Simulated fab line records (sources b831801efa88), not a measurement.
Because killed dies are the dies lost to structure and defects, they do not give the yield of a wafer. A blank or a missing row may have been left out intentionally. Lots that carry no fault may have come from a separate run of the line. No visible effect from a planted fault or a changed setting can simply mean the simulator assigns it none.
fab line records	flow sky130
record lots=12	wafers=36	last_day=50
route steps=708 shown VT_ADJUST_LVTN@118 SONOS_ONO@181 LDD_P@259 LDD_HVN@276 PAD_OPEN@708
lots that met no fault: from a run of the same line without faults
start_h: the number of hours between the record's first day and the start of the first shown wafer of the lot	wait_h: hours elapsed since this lot's preceding step	" repeats the value in the row above	L1.1+2: a single row standing in for several wafers	- no value, or no start was given	* or withheld: withheld	< > ~ a bound
route shown NAME@n: NAME is a module with steps in the file, n the number in the route of the first one	usual: mean and standard deviation over wafers with no fault	same: alike in all rows	chamber/n: place in a boat	sites: the reading at each site	_std_site: the standard deviation of these	_edge_site: inner sites' mean taken away from outer sites' mean	radius_mm: for every site, how far away it sits from the centre of the wafer	mask NAME#n: copy n	behind: the most recent tool/chamber to have shaped the wafer	hold: cause of the lot's hold/its duration in hours/its outcome	device: whichever transistor did not switch (one of n, p or np)	end of line: tests of these same wafers at the route's end	a step with no rows: only its recipe	killed: dies that structure and defects cost at the first sort, which is not the same as the wafer's yield	map: per-die view of a wafer (x killed, . not killed, _ where there is no die)
set.NAME: the setting as run; set.NAME@STEP: as run at that earlier step	model.NAME: the simulator's own value behind a step, which no gauge read
one table for each step of the route and one row for each wafer, over a sample of lots
services: when a tool's chamber went out of use (start_h, in hours from the record's first day, below 0 if earlier), for how many hours, and the reason
## steps
# step SKY_VT_ADJUST_LVTN_TW_MEAS_21
# usual VT_ADJUST_LVTN_2_TW=191.1/2.3
lot.wafer	tool	chamber	start_h	wait_h	VT_ADJUST_LVTN_2_TW
L989.1	film_metro-02	-	162.65	0.1	189.9
L989.3	"	-	"	"	189.5
L989.5	"	-	"	"	189.8
L990.2	film_metro-03	-	166.97	0.1	188.7
L990.3	"	-	"	"	189.0
L990.5	"	-	"	"	188.2
L994.2	film_metro-03	-	199.02	0.1	188.2
L994.4	"	-	"	"	188.1
L994.5	"	-	"	"	189.2
L995.2	film_metro-04	-	203.56	0.1	192.7
L995.3	"	-	"	"	192.3
L995.5	"	-	"	"	192.3
L102.1	film_metro-04	-	248.22	0.1	192.7
L102.2	"	-	"	"	192.5
L102.3	"	-	"	"	193.0
L103.1	film_metro-03	-	253.15	0.1	188.0
L103.2	"	-	"	"	187.4
L103.6	"	-	"	"	187.8
L106.3	film_metro-02	-	271.84	0.1	190.4
L106.4	"	-	"	"	190.3
L106.6	"	-	"	"	190.6
L107.2	film_metro-02	-	275.63	0.1	189.9
L107.3	"	-	"	"	191.3
L107.6	"	-	"	"	190.6
L109.2	film_metro-04	-	292.26	0.1	194.1
L109.3	"	-	"	"	192.9
L109.4	"	-	"	"	192.0
L110.1	film_metro-04	-	299.01	0.1	193.3
L110.3	"	-	"	"	192.8
L110.5	"	-	"	"	193.5
L111.1	film_metro-02	-	300.45	0.1	191.4
L111.3	"	-	"	"	191.4
L111.4	"	-	"	"	189.2
L112.2	film_metro-03	-	311.58	0.1	188.8
L112.4	"	-	"	"	189.0
L112.5	"	-	"	"	188.7
# step SKY_SONOS_ONO_CD_MEAS_13
# recipe target_cd_nm=410
# usual cd_nm=410.4/1.9
lot.wafer	tool	chamber	start_h	wait_h	cd_nm
L989.1	cd_sem-02	-	278.33	0.1	411.7
L989.3	"	-	"	"	409.8
L989.5	"	-	"	"	411.0
L990.2	cd_sem-02	-	280.10	0.1	407.6
L990.3	"	-	"	"	409.9
L990.5	"	-	"	"	409.1
L994.2	cd_sem-01	-	318.15	0.1	409.5
L994.4	"	-	"	"	411.3
L994.5	"	-	"	"	412.0
L995.2	cd_sem-02	-	324.00	0.1	412.1
L995.3	"	-	"	"	409.6
L995.5	"	-	"	"	410.3
L102.1	cd_sem-01	-	377.28	0.1	410.5
L102.2	"	-	"	"	411.8
L102.3	"	-	"	"	413.4
L103.1	cd_sem-01	-	391.57	0.2	410.5
L103.2	"	-	"	"	407.5
L103.6	"	-	"	"	410.0
L106.3	cd_sem-01	-	411.87	0.1	407.1
L106.4	"	-	"	"	408.7
L106.6	"	-	"	"	407.9
L107.2	cd_sem-02	-	419.20	0.1	409.2
L107.3	"	-	"	"	408.9
L107.6	"	-	"	"	409.8
L109.2	cd_sem-02	-	435.50	0.1	410.1
L109.3	"	-	"	"	410.0
L109.4	"	-	"	"	409.4
L110.1	cd_sem-02	-	446.38	0.1	411.9
L110.3	"	-	"	"	410.2
L110.5	"	-	"	"	410.4
L111.1	cd_sem-02	-	459.03	0.1	413.4
L111.3	"	-	"	"	413.1
L111.4	"	-	"	"	413.5
L112.2	cd_sem-02	-	465.20	0.1	412.1
L112.4	"	-	"	"	412.7
L112.5	"	-	"	"	413.0
# step SKY_LDD_P_EXPOSE_04
# recipe mask_id=PSDM	na=0.6	source_shape=conventional	sigma_outer=0.6	polarization=unpolarized	target_cd_nm=380	dose_mj=138
lot.wafer	tool	chamber	start_h	wait_h	mask
L989.1+3+5	iline_stepper-02	0	416.68	-	PSDM#0
L990.2+3+5	iline_stepper-02	0	418.53	-	PSDM#0
L994.2+4+5	iline_stepper-01	0	463.96	-	NTM#0
L995.2+3+5	iline_stepper-01	0	473.83	-	PSDM#0
L102.1+2+3	iline_stepper-01	0	533.05	-	PSDM#0
L103.1+2+6	iline_stepper-01	0	543.49	-	PSDM#0
L107.2+3+6	iline_stepper-02	0	569.30	-	PSDM#0
L106.3+4+6	iline_stepper-01	0	570.22	-	PSDM#0
L109.2+3+4	iline_stepper-02	0	583.40	-	PSDM#0
L110.1+3+5	iline_stepper-01	0	593.42	-	PSDM#0
L111.1+3+4	iline_stepper-01	0	605.84	-	PSDM#0
L112.2+4+5	iline_stepper-02	0	609.97	-	PSDM#0
# step SKY_LDD_P_CD_MEAS_07
# recipe target_cd_nm=380
# usual cd_nm=378.8/2.1
lot.wafer	tool	chamber	start_h	wait_h	cd_nm
L989.1	cd_sem-01	-	430.38	0.1	378.1
L989.3	"	-	"	"	376.7
L989.5	"	-	"	"	375.2
L990.2	cd_sem-02	-	433.10	0.1	382.7
L990.3	"	-	"	"	380.6
L990.5	"	-	"	"	383.0
L994.2	cd_sem-02	-	479.15	0.1	-
L994.4	"	-	"	"	-
L994.5	"	-	"	"	-
L995.2	cd_sem-02	-	489.00	0.1	378.3
L995.3	"	-	"	"	378.7
L995.5	"	-	"	"	379.1
L102.1	cd_sem-01	-	547.93	0.1	377.8
L102.2	"	-	"	"	377.5
L102.3	"	-	"	"	378.4
L103.1	cd_sem-01	-	557.98	0.1	381.7
L103.2	"	-	"	"	380.2
L103.6	"	-	"	"	380.0
L107.2	cd_sem-01	-	583.63	0.1	375.8
L107.3	"	-	"	"	378.6
L107.6	"	-	"	"	377.9
L106.3	cd_sem-02	-	584.52	0.1	379.1
L106.4	"	-	"	"	377.0
L106.6	"	-	"	"	377.8
L109.2	cd_sem-02	-	597.68	0.1	381.2
L109.3	"	-	"	"	381.0
L109.4	"	-	"	"	381.7
L110.1	cd_sem-02	-	607.98	0.1	377.8
L110.3	"	-	"	"	380.2
L110.5	"	-	"	"	380.1
L111.1	cd_sem-01	-	619.03	0.1	379.2
L111.3	"	-	"	"	379.3
L111.4	"	-	"	"	379.3
L112.2	cd_sem-02	-	623.10	0.1	376.4
L112.4	"	-	"	"	378.8
L112.5	"	-	"	"	377.9
# step SKY_LDD_P_TW_MEAS_11
# usual LDD_P_TW=642/4.7
lot.wafer	tool	chamber	start_h	wait_h	LDD_P_TW
L989.1	film_metro-02	-	430.79	0.1	639
L989.3	"	-	"	"	644
L989.5	"	-	"	"	646
L990.2	film_metro-03	-	433.50	0.1	637
L990.3	"	-	"	"	636
L990.5	"	-	"	"	636
L994.2	film_metro-02	-	479.54	0.1	30
L994.4	"	-	"	"	30
L994.5	"	-	"	"	30
L995.2	film_metro-02	-	489.39	0.1	644
L995.3	"	-	"	"	645
L995.5	"	-	"	"	644
L102.1	film_metro-01	-	548.33	0.1	639
L102.2	"	-	"	"	640
L102.3	"	-	"	"	641
L103.1	film_metro-01	-	558.38	0.1	648
L103.2	"	-	"	"	647
L103.6	"	-	"	"	642
L107.2	film_metro-02	-	584.03	0.1	641
L107.3	"	-	"	"	643
L107.6	"	-	"	"	641
L106.3	film_metro-01	-	584.90	0.1	640
L106.4	"	-	"	"	638
L106.6	"	-	"	"	643
L109.2	film_metro-03	-	598.10	0.1	629
L109.3	"	-	"	"	633
L109.4	"	-	"	"	629
L110.1	film_metro-03	-	608.38	0.1	639
L110.3	"	-	"	"	636
L110.5	"	-	"	"	638
L111.1	film_metro-01	-	619.43	0.1	644
L111.3	"	-	"	"	644
L111.4	"	-	"	"	647
L112.2	film_metro-03	-	623.49	0.1	637
L112.4	"	-	"	"	639
L112.5	"	-	"	"	636
# step SKY_LDD_HVN_STRIP_09
# recipe chemistry=O2/N2	power_w=1400	pressure_mtorr=1500	platen_temp_c=withheld	o2_flow_sccm=3000	n2_flow_sccm=300	overash_fraction=0.5
# usual drypump_motor_current_A=5.6/0.67	oes_product_au=0.408/0.0051	strip_time_to_endpoint_s=4.139/0.013
lot.wafer	tool	chamber	start_h	wait_h	drypump_motor_current_A	oes_product_au	rf_hours_counter_h	strip_time_to_endpoint_s
L989.1	plasma_asher-04	1	462.96	0.1	4.7	0.407	76	4.153
L989.3	"	1	"	"	4.7	0.409	-	4.155
L989.5	"	0	"	"	6.5	0.407	-	4.142
L990.2	plasma_asher-03	0	465.06	0.1	5.8	0.412	67	4.121
L990.3	"	0	"	"	5.8	0.410	-	4.137
L990.5	"	1	"	"	5.3	0.403	-	4.133
L994.2	plasma_asher-03	0	510.85	0.1	5.8	0.407	72	4.138
L994.4	"	1	"	"	5.3	0.408	-	4.113
L994.5	"	1	"	"	5.3	0.415	-	4.129
L995.2	plasma_asher-04	1	519.61	0.1	4.7	0.405	84	4.130
L995.3	"	0	"	"	6.5	0.408	-	4.141
L995.5	"	0	"	"	6.5	0.407	-	4.127
L102.1	plasma_asher-04	0	577.86	0.1	6.5	0.404	90	4.144
L102.2	"	1	"	"	4.7	0.405	90	4.145
L102.3	"	0	"	"	6.5	0.408	-	4.148
L103.1	plasma_asher-04	0	588.06	0.1	6.5	0.409	91	4.142
L103.2	"	1	"	"	4.7	0.406	91	4.161
L103.6	"	0	"	"	6.5	0.405	-	4.144
L107.2	plasma_asher-04	1	613.31	0.1	4.8	0.401	94	4.165
L107.3	"	1	"	"	4.7	0.412	-	4.141
L107.6	"	1	"	"	4.7	0.401	-	4.130
L106.3	plasma_asher-03	0	613.78	0.1	5.8	0.404	-	4.132
L106.4	"	1	"	"	5.3	0.411	-	4.155
L106.6	"	1	"	"	5.3	0.404	-	4.143
L109.2	plasma_asher-04	0	625.81	0.1	6.5	0.419	95	4.153
L109.3	"	1	"	"	4.7	0.417	-	4.146
L109.4	"	0	"	"	6.5	0.412	-	4.171
L110.1	plasma_asher-04	0	634.56	0.1	6.5	0.400	96	4.126
L110.3	"	0	"	"	6.5	0.419	-	4.162
L110.5	"	1	"	"	4.7	0.410	-	4.156
L111.1	plasma_asher-04	1	646.91	0.1	4.7	0.413	97	4.127
L111.3	"	0	"	"	6.5	0.404	-	4.150
L111.4	"	1	"	"	4.7	0.418	-	4.141
L112.2	plasma_asher-04	1	651.36	0.1	4.7	0.405	98	4.124
L112.4	"	0	"	"	6.5	0.408	-	4.133
L112.5	"	1	"	"	4.7	0.413	-	4.134
# step SKY_PAD_OPEN_PROBE_99
# usual killed_at_M0_to_M3=43/6.4	killed_at_M4_up=2.9/1.7	killed_at_contacts=24/5	killed_at_front_end=15/4	killed_at_other=0.4/0.62	killed_dies=86/9.3	killed_on_rim=17/3.5	killed_open=47/6.8	killed_short=38/5.8
# same gross_dies=492	killed_at_back_side=0
lot.wafer	tool	chamber	start_h	wait_h	killed_at_M0_to_M3	killed_at_M4_up	killed_at_contacts	killed_at_front_end	killed_at_other	killed_dies	killed_on_rim	killed_open	killed_short
L994.2	prober-01	-	1104.74	0.1	56	2	28	405	1	492	96	57	49
L994.4	prober-01	-	1104.84	0.2	38	3	26	425	0	492	96	38	39
L994.5	prober-01	-	1104.89	0.2	39	1	14	438	0	492	96	38	34
L102.2	prober-02	-	1150.39	0.1	41	2	20	10	1	74	13	39	35
L103.1	prober-01	-	1155.81	0.1	42	1	24	13	0	80	23	45	35
L103.2	prober-01	-	1155.86	0.1	53	4	20	9	0	86	26	53	33
L103.6	prober-01	-	1156.06	0.2	38	3	27	16	0	84	17	43	41
L106.3	prober-01	-	1170.33	0.2	42	7	27	10	0	86	20	38	48
L106.4	prober-01	-	1170.38	0.2	35	7	27	15	1	85	15	49	36
L106.6	prober-01	-	1170.48	0.2	39	4	18	19	0	80	18	38	42
# killed by level:class
L994.2 LDD_P:area_expose=385 VIA1:geometric_particle:open=13 LI_CONTACT:geometric_particle:open=9 VIA2:geometric_particle:open=9 VIA3:geometric_particle:open=8 VIA1:geometric_particle:short=7 FIELD_ISO:geometric_particle:short=6 METAL1:geometric_particle:short=6
L994.4 LDD_P:area_expose=415 CONTACT:geometric_particle:open=10 VIA2:geometric_particle:open=7 CONTACT:geometric_particle:short=6 VIA1:geometric_particle:open=6 METAL3:geometric_particle:short=5 LI_CONTACT:geometric_particle:open=4 LOCAL_INTERCONNECT:geometric_particle:short=4
L994.5 LDD_P:area_expose=420 VIA1:geometric_particle:open=13 FIELD_ISO:geometric_particle:short=7 METAL2:geometric_particle:short=6 VIA2:geometric_particle:open=6 CONTACT:geometric_particle:short=5 CONTACT:geometric_particle:open=5 VIA3:geometric_particle:open=4
L102.2 VIA2:geometric_particle:open=8 VIA1:geometric_particle:open=7 CONTACT:geometric_particle:open=6 LI_CONTACT:geometric_particle:open=5 CONTACT:geometric_particle:short=5 VIA1:geometric_particle:short=5 VIA3:geometric_particle:open=4 METAL3:geometric_particle:short=4
L103.1 VIA2:geometric_particle:open=10 CONTACT:geometric_particle:open=9 METAL1:geometric_particle:short=7 VIA1:geometric_particle:open=7 METAL3:geometric_particle:short=7 VIA3:geometric_particle:open=6 LI_CONTACT:geometric_particle:open=5 LOCAL_INTERCONNECT:geometric_particle:short=5
L103.2 VIA1:geometric_particle:open=13 VIA3:geometric_particle:open=10 CONTACT:geometric_particle:open=10 METAL2:geometric_particle:short=8 VIA2:geometric_particle:open=7 VIA3:geometric_particle:short=5 POLY_GATE:geometric_particle:open=3 LI_CONTACT:geometric_particle:open=3
L103.6 CONTACT:geometric_particle:open=10 LI_CONTACT:geometric_particle:open=7 FIELD_ISO:geometric_particle:open=6 VIA1:geometric_particle:short=6 VIA2:geometric_particle:open=5 CONTACT:geometric_particle:short=5 VIA1:geometric_particle:open=5 VIA3:geometric_particle:open=5
L106.3 LI_CONTACT:geometric_particle:open=9 VIA2:geometric_particle:short=7 CONTACT:geometric_particle:open=7 VIA1:geometric_particle:open=7 METAL1:geometric_particle:short=6 METAL3:geometric_particle:short=6 CONTACT:geometric_particle:short=5 POLY_GATE:geometric_particle:open=5
L106.4 CONTACT:geometric_particle:open=11 VIA1:geometric_particle:open=10 VIA1:geometric_particle:short=6 POLY_GATE:geometric_particle:short=5 VIA3:geometric_particle:open=5 POLY_GATE:geometric_particle:open=4 LI_CONTACT:geometric_particle:open=4 LOCAL_INTERCONNECT:geometric_particle:short=4
L106.6 VIA2:geometric_particle:open=8 LOCAL_INTERCONNECT:geometric_particle:short=7 VIA1:geometric_particle:short=7 METAL2:geometric_particle:short=7 POLY_GATE:geometric_particle:short=6 CONTACT:geometric_particle:open=6 VIA1:geometric_particle:open=5 POLY_GATE:geometric_particle:open=4
## services
tool	chamber	start_h	hours	kind
plasma_asher-04	-	399.03	1.3	repair
iline_stepper-01	-	437.56	1.7	pm
iline_stepper-01	0	460.04	-	calibration
iline_stepper-02	-	482.81	1.7	pm
iline_stepper-01	-	513.93	2.1	repair
iline_stepper-02	0	518.08	-	calibration
iline_stepper-02	-	535.98	2.2	repair
plasma_asher-03	-	547.75	0.9	repair
iline_stepper-01	-	583.71	2.1	pm
iline_stepper-01	-	585.79	-	consumable_replace:lamp
plasma_asher-03	-	632.64	8.8	repair
## key
first_sign step=SKY_LDD_P_EXPOSE_04	reading=mask	direction=changed
effect step=SKY_LDD_P_CD_MEAS_07	reading=cd_nm	direction=missing
effect step=SKY_LDD_P_TW_MEAS_11	reading=LDD_P_TW	direction=down	sigmas=99+	usual=642	struck=30
effect step=SKY_PAD_OPEN_PROBE_99	reading=killed_at_front_end	direction=up	sigmas=99+	usual=15	struck=423
more_kills_born_at SKY_LDD_P_EXPOSE_04@iline_stepper-01=1220
met_at SKY_LDD_P_EXPOSE_04
struck_lots L994
tester_left_out L994
not_acting_at SKY_VT_ADJUST_LVTN_TW_MEAS_21,SKY_SONOS_ONO_CD_MEAS_13,SKY_LDD_HVN_STRIP_09
fault kind=wrong_mask	tool=any	chamber=-	onset_h=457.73	steps=SKY_LDD_P_EXPOSE_04	aux_copy=NTM#0	scope=struck_lots_only
# tester_left_out: of these lots the tester's yield and bins aren't shown, on N5 and GAA mostly nor the transistor test; their killed dies are dies lost to structure and defects alone, not to doping, threshold or leakage, so they don't give the yield
